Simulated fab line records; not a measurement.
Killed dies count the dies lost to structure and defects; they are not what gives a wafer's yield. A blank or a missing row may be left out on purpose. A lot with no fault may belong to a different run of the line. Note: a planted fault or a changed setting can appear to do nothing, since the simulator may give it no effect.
fab line records	flow sky130
[record] lots = 12	wafers = 36	lastDay = 50
route steps=708 shown VT_ADJUST_HVTR@138 GATE_OXIDE@200 LDD_P@264 SPACER@306
lots with no fault: from the same line, run without faults
startH: start of the lot's first displayed wafer, in hours after the record's first day	waitH: time in hours since the lot's previous step	" same as the row above	L1.1+2: a single row standing in for several wafers	- no value, or no start given	* or withheld: withheld	< > ~ a bound
route shown NAME@n: names a module that has steps shown in the file, with the first one's number in the route	usual: mean and standard deviation over wafers with no fault	same: alike in all rows	chamber/n: place in a boat	sites: per-site readings	_std_site: the values' standard deviation	_edge_site: mean of outer sites minus mean of inner sites	radiusMm: for every site, how far away it sits from the centre of the wafer	mask NAME#n: copy n	behind: the tool/chamber that last shaped the wafer	hold: the reason the lot was held/the length of the hold in hours/how it ended	device: which transistor (n, p or np) failed to switch	end of line: the tests these same wafers got at the end of their route	step lacking rows: just its recipe	killed: count of dies lost to structure and defects at first sort (not the wafer's yield)	map: dies across one wafer; x = killed, . = not, _ = none there
set.NAME: the setting that was run; set.NAME@STEP: the one run at that earlier step	model.NAME: the simulator's own value behind a step, which no gauge read
a sample of lots followed through the steps of the route, with each step as a table and each wafer as a row
services: when a tool's chamber went out of use (startH, in hours from the record's first day, below 0 if earlier), for how many hours, and the reason
[[steps]]
[step SKY_VT_ADJUST_HVTR_CD_MEAS_07]
[recipe] targetCdNm = 380
[usual] cdNm = 379.8/2.5
lot.wafer	tool	chamber	startH	waitH	cdNm
L106.2	cdSem-02	-	205.96	0.1	379.0
L106.3	"	-	"	"	381.3
L106.6	"	-	"	"	380.3
L107.1	cdSem-01	-	216.38	0.1	384.0
L107.2	"	-	"	"	385.2
L107.5	"	-	"	"	383.9
L109.1	cdSem-02	-	230.91	0.1	375.8
L109.4	"	-	"	"	376.6
L109.5	"	-	"	"	381.7
L114.2	cdSem-01	-	272.40	0.1	379.8
L114.3	"	-	"	"	378.0
L114.5	"	-	"	"	381.2
L115.1	cdSem-02	-	275.39	0.1	379.1
L115.2	"	-	"	"	379.1
L115.6	"	-	"	"	379.3
L117.2	cdSem-01	-	288.60	0.1	378.8
L117.4	"	-	"	"	378.3
L117.5	"	-	"	"	378.9
L121.1	cdSem-01	-	318.99	0.1	382.4
L121.4	"	-	"	"	384.2
L121.6	"	-	"	"	386.6
L122.4	cdSem-02	-	325.90	0.1	379.9
L122.5	"	-	"	"	379.2
L122.6	"	-	"	"	381.3
L123.2	cdSem-01	-	330.15	0.1	381.7
L123.5	"	-	"	"	381.7
L123.6	"	-	"	"	380.7
L126.2	cdSem-01	-	356.53	0.1	380.8
L126.5	"	-	"	"	379.7
L126.6	"	-	"	"	380.4
L127.1	cdSem-02	-	368.86	0.1	376.3
L127.4	"	-	"	"	374.8
L127.5	"	-	"	"	374.9
L129.1	cdSem-02	-	382.36	0.1	379.8
L129.4	"	-	"	"	380.9
L129.5	"	-	"	"	377.7
[step SKY_GATE_OXIDE_STRIP_13]
[recipe] chemistry = O2/N2	powerW = 1400	pressureMtorr = 1500	platenTempC = withheld	o2FlowSccm = 3000	n2FlowSccm = 300	overashFraction = 0.5
[usual] drypumpMotorCurrentA = 5.8/0.52	oesProductAu = 0.716/0.0044	stripTimeToEndpointS = 14.19/0.036
lot.wafer	tool	chamber	startH	waitH	drypumpMotorCurrentA	oesProductAu	rfHoursCounterH	stripTimeToEndpointS
L106.2	plasmaAsher-02	0	315.67	0.0	5.2	0.714	63	14.18
L106.3	"	0	"	"	5.2	0.714	-	14.21
L106.6	"	0	"	"	5.2	0.711	-	14.23
L107.1	plasmaAsher-03	1	322.73	0.0	5.8	0.712	62	14.15
L107.2	"	0	"	"	6.7	0.718	62	14.24
L107.5	"	1	"	"	5.8	0.718	-	14.20
L109.1	plasmaAsher-04	0	343.78	0.0	5.3	0.713	52	14.19
L109.4	"	0	"	"	5.3	0.719	-	14.20
L109.5	"	0	"	"	5.3	0.711	-	14.19
L115.1	plasmaAsher-02	1	394.28	0.0	5.9	0.715	70	14.23
L115.2	"	0	"	"	5.2	0.712	70	14.20
L115.6	"	0	"	"	5.2	0.717	-	14.24
L114.2	plasmaAsher-04	1	394.42	0.0	5.9	0.721	57	14.24
L114.3	"	1	"	"	5.9	0.717	-	14.27
L114.5	"	0	"	"	5.3	0.710	-	14.25
L117.2	plasmaAsher-02	0	409.02	0.0	5.2	0.717	71	14.15
L117.4	"	1	"	"	5.9	0.718	-	14.20
L117.5	"	0	"	"	5.2	0.713	-	14.16
L121.1	plasmaAsher-02	1	440.91	0.0	5.9	0.720	75	14.18
L121.4	"	1	"	"	5.9	0.717	-	14.12
L121.6	"	1	"	"	5.9	0.709	-	14.16
L122.4	plasmaAsher-03	1	451.57	0.0	5.8	0.719	-	14.13
L122.5	"	0	"	"	6.7	0.717	-	14.16
L122.6	"	1	"	"	5.8	0.718	-	14.15
L123.2	plasmaAsher-04	1	455.12	0.0	5.9	0.718	63	14.22
L123.5	"	1	"	"	5.9	0.719	-	14.23
L123.6	"	0	"	"	5.3	0.712	-	14.21
L126.2	plasmaAsher-04	1	485.18	0.0	5.9	0.722	66	14.19
L126.5	"	0	"	"	5.3	0.715	-	14.11
L126.6	"	1	"	"	5.9	0.716	-	14.15
L127.1	plasmaAsher-03	1	499.56	0.0	5.8	0.709	7	14.22
L127.4	"	0	"	"	6.7	0.717	-	14.23
L127.5	"	0	"	"	6.7	0.711	-	14.25
L129.1	plasmaAsher-02	0	511.06	0.0	5.2	0.713	82	14.16
L129.4	"	1	"	"	5.9	0.723	-	14.23
L129.5	"	0	"	"	5.2	0.721	-	14.20
[step SKY_LDD_P_IMPLANT_09]
[recipe] species = BF2	energyKev = 25	doseCm2 = 1e+13	tiltDeg = withheld
[usual] endStationPressureTorr = 5.05e-06/2.6e-07
lot.wafer	tool	chamber	startH	waitH	endStationPressureTorr
L106.2	implanter-01	0	438.92	0.0	5.36e-06
L106.3	"	0	"	"	4.57e-06
L106.6	"	0	"	"	4.94e-06
L107.1	implanter-03	0	449.03	0.0	5.16e-06
L107.2	"	0	"	"	5.33e-06
L107.5	"	0	"	"	5.44e-06
L109.1	implanter-02	0	474.45	0.0	5.4e-06
L109.4	"	0	"	"	4.88e-06
L109.5	"	0	"	"	4.86e-06
L115.1	implanter-01	0	523.07	0.0	5.4e-06
L115.2	"	0	"	"	5.44e-06
L115.6	"	0	"	"	5.22e-06
L115.1	implanter-01	0	523.39	0.3	4.94e-06
L115.2	"	0	"	"	4.79e-06
L115.6	"	0	"	"	5.45e-06
L114.2	implanter-03	0	525.24	0.0	5.14e-06
L114.3	"	0	"	"	5.19e-06
L114.5	"	0	"	"	4.84e-06
L117.2	implanter-02	0	541.52	0.0	5.25e-06
L117.4	"	0	"	"	5.34e-06
L117.5	"	0	"	"	5.27e-06
L117.2	implanter-02	0	541.84	0.3	5.06e-06
L117.4	"	0	"	"	4.52e-06
L117.5	"	0	"	"	4.97e-06
L121.1	implanter-02	0	570.35	0.0	4.95e-06
L121.4	"	0	"	"	4.93e-06
L121.6	"	0	"	"	4.83e-06
L121.1	implanter-02	0	570.66	0.3	5.21e-06
L121.4	"	0	"	"	5.43e-06
L121.6	"	0	"	"	5.26e-06
L122.4	implanter-01	0	583.32	0.1	5.18e-06
L122.5	"	0	"	"	5.52e-06
L122.6	"	0	"	"	4.73e-06
L123.2	implanter-01	0	583.91	0.0	4.79e-06
L123.5	"	0	"	"	5.01e-06
L123.6	"	0	"	"	5.04e-06
L126.2	implanter-02	0	612.31	0.0	4.85e-06
L126.5	"	0	"	"	4.44e-06
L126.6	"	0	"	"	5.07e-06
L127.1	implanter-03	0	626.10	0.0	5.08e-06
L127.4	"	0	"	"	5.01e-06
L127.5	"	0	"	"	4.93e-06
L129.1	implanter-03	0	635.43	0.0	4.6e-06
L129.4	"	0	"	"	4.95e-06
L129.5	"	0	"	"	5.05e-06
[step SKY_LDD_P_TW_MEAS_11]
[usual] LDD_P_TW = 637/3.2
lot.wafer	tool	chamber	startH	waitH	LDD_P_TW
L106.2	filmMetro-01	-	439.16	0.1	640
L106.3	"	-	"	"	638
L106.6	"	-	"	"	642
L107.1	filmMetro-02	-	449.28	0.1	637
L107.2	"	-	"	"	639
L107.5	"	-	"	"	639
L109.1	filmMetro-03	-	474.70	0.1	630
L109.4	"	-	"	"	628
L109.5	"	-	"	"	628
L115.1	filmMetro-02	-	523.74	0.2	788
L115.2	"	-	"	"	791
L115.6	"	-	"	"	791
L114.2	filmMetro-01	-	525.48	0.1	636
L114.3	"	-	"	"	636
L114.5	"	-	"	"	633
L117.2	filmMetro-03	-	542.10	0.1	790
L117.4	"	-	"	"	788
L117.5	"	-	"	"	791
L121.1	filmMetro-01	-	570.91	0.1	793
L121.4	"	-	"	"	794
L121.6	"	-	"	"	794
L122.4	filmMetro-03	-	583.53	0.1	635
L122.5	"	-	"	"	635
L122.6	"	-	"	"	636
L123.2	filmMetro-03	-	584.14	0.1	636
L123.5	"	-	"	"	633
L123.6	"	-	"	"	637
L126.2	filmMetro-03	-	612.54	0.1	638
L126.5	"	-	"	"	638
L126.6	"	-	"	"	640
L127.1	filmMetro-02	-	626.35	0.1	636
L127.4	"	-	"	"	633
L127.5	"	-	"	"	636
L129.1	filmMetro-02	-	635.68	0.1	633
L129.4	"	-	"	"	635
L129.5	"	-	"	"	637
[step SKY_SPACER_ETCHBACK_02]
[recipe] chemistry = CH3F/O2	target = Si3N4	stopOn = SiO2	sourceW = 400	biasW = 80	pressureMtorr = 25	ch3fFlowSccm = 40	O2_flow_sccm = 30	timeS = 46.7	targetDepthA = 450
[usual] ch3fFlowSccm = 40.00/0.12	drypumpMotorCurrentA = 5.7/0.4	oesProductAu = 0.854/0.0064	rfFwdPowerW = 395.9/1.6	throttleValvePct = 10.562/0.0087
lot.wafer	tool	chamber	startH	waitH	ch3fFlowSccm	drypumpMotorCurrentA	oesProductAu	rfFwdPowerW	rfHoursCounterH	throttleValvePct
L106.2	rieDiel-04	2	532.28	0.0	40.14	5.6	0.859	395.8	62	10.566
L106.3	"	1	"	"	39.89	6.2	0.859	397.3	74	10.544
L106.6	"	2	"	"	39.96	5.6	0.861	395.6	-	10.558
L107.1	rieDiel-03	1	543.38	0.1	40.07	5.6	0.858	393.6	73	10.570
L107.2	"	0	"	"	40.07	5.0	0.859	396.8	3	10.552
L107.5	"	1	"	"	40.08	5.6	0.863	391.4	-	10.557
L109.1	rieDiel-04	2	567.03	0.1	39.80	5.6	0.864	395.7	62	10.566
L109.4	"	1	"	"	39.93	6.2	0.860	396.2	-	10.571
L109.5	"	2	"	"	39.67	5.6	0.858	397.7	-	10.562
L115.1	rieDiel-04	3	615.03	0.1	39.81	5.6	0.847	395.8	1	10.561
L115.2	"	0	"	"	40.08	5.9	0.847	395.5	1	10.572
L115.6	"	0	"	"	40.03	5.9	0.852	396.1	-	10.545
L114.2	rieDiel-04	0	616.39	0.0	39.96	5.9	0.854	398.0	2	10.565
L114.3	"	2	"	"	40.12	5.6	0.861	394.7	63	10.567
L114.5	"	0	"	"	40.04	5.9	0.856	396.6	-	10.564
L117.2	rieDiel-03	2	632.02	0.0	40.15	5.7	0.853	395.2	13	10.554
L117.4	"	3	"	"	39.86	6.0	0.861	396.6	1	10.562
L117.5	"	0	"	"	39.83	5.0	0.850	398.3	-	10.567
L121.1	rieDiel-03	1	658.94	0.1	40.16	5.6	0.847	393.0	1	10.570
L121.4	"	1	"	"	40.02	5.6	0.851	395.5	-	10.561
L121.6	"	3	"	"	40.15	6.0	0.853	396.4	-	10.570
L122.4	rieDiel-01	3	672.80	0.0	39.87	6.6	0.848	396.6	10	10.551
L122.5	"	0	"	"	39.91	5.8	0.851	395.8	-	10.574
L122.6	"	1	"	"	40.06	5.2	0.854	392.9	-	10.561
L123.2	rieDiel-03	1	674.01	0.0	39.82	5.7	0.854	394.8	2	10.570
L123.5	"	0	"	"	40.00	5.0	0.846	397.0	-	10.566
L123.6	"	1	"	"	39.91	5.7	0.843	395.5	-	10.572
L126.2	rieDiel-03	1	702.70	0.0	40.15	5.6	0.852	392.8	2	10.565
L126.5	"	3	"	"	40.02	6.1	0.844	397.6	-	10.573
L126.6	"	0	"	"	40.02	5.0	0.858	398.6	-	10.566
L127.1	rieDiel-01	0	714.88	0.1	39.94	5.8	0.867	393.0	0	10.580
L127.4	"	3	"	"	39.99	6.7	0.859	398.2	11	10.573
L127.5	"	2	"	"	39.81	5.2	0.862	394.5	-	10.563
L129.1	rieDiel-03	2	725.13	0.1	40.06	5.7	0.853	396.5	15	10.571
L129.4	"	0	"	"	39.97	5.0	0.862	396.0	6	10.557
L129.5	"	2	"	"	40.22	5.7	0.853	396.6	-	10.544
[[services]]
tool	chamber	startH	hours	kind
implanter-03	-	294.29	2.7	repair
implanter-03	-	331.93	1.2	repair
implanter-01	-	335.96	7.3	pm
implanter-03	-	346.23	12.4	pm
implanter-02	-	362.35	2.7	repair
implanter-02	-	371.05	5.4	pm
rieDiel-03	0	388.14	4.6	repair
rieDiel-03	2	407.47	16.5	repair
rieDiel-03	0	412.03	4.1	repair
rieDiel-04	-	428.79	0.4	repair
implanter-03	-	450.06	6.0	pm
implanter-01	-	462.93	1.4	repair
implanter-01	-	482.20	1.6	repair
rieDiel-03	-	488.29	0.3	repair
implanter-02	-	510.21	18.8	repair
implanter-02	-	518.29	1.7	repair
rieDiel-03	1	551.48	1.3	repair
plasmaAsher-02	-	606.63	0.4	repair
rieDiel-03	2	654.24	5.6	repair
rieDiel-03	0	654.37	2.8	repair
implanter-01	-	674.19	3.0	repair
plasmaAsher-02	-	678.21	2.9	repair
implanter-01	-	680.36	48.1	pm
implanter-02	-	693.51	3.2	repair
[[key]]
[firstSign] step = SKY_LDD_P_IMPLANT_09	reading = visit	direction = added
[effect] step = SKY_LDD_P_TW_MEAS_11	reading = LDD_P_TW	direction = up	sigmas = 49	usual = 637	struck = 791
metAt SKY_LDD_P_IMPLANT_09
struckLots L115,L117,L121
testerLeftOut L115,L117,L121
notActingAt SKY_VT_ADJUST_HVTR_CD_MEAS_07,SKY_GATE_OXIDE_STRIP_13,SKY_SPACER_ETCHBACK_02
[fault] kind = repeatedStepWhole	tool = implanter-01,implanter-02,implanter-03	chamber = -	onsetH = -	steps = SKY_LDD_P_IMPLANT_09	times = 1	scope = struckLotsOnly
// testerLeftOut: of these lots the tester's yield and bins aren't shown, on N5 and GAA mostly nor the transistor test; their killed dies are dies lost to structure and defects alone, not to doping, threshold or leakage, so they don't give the yield
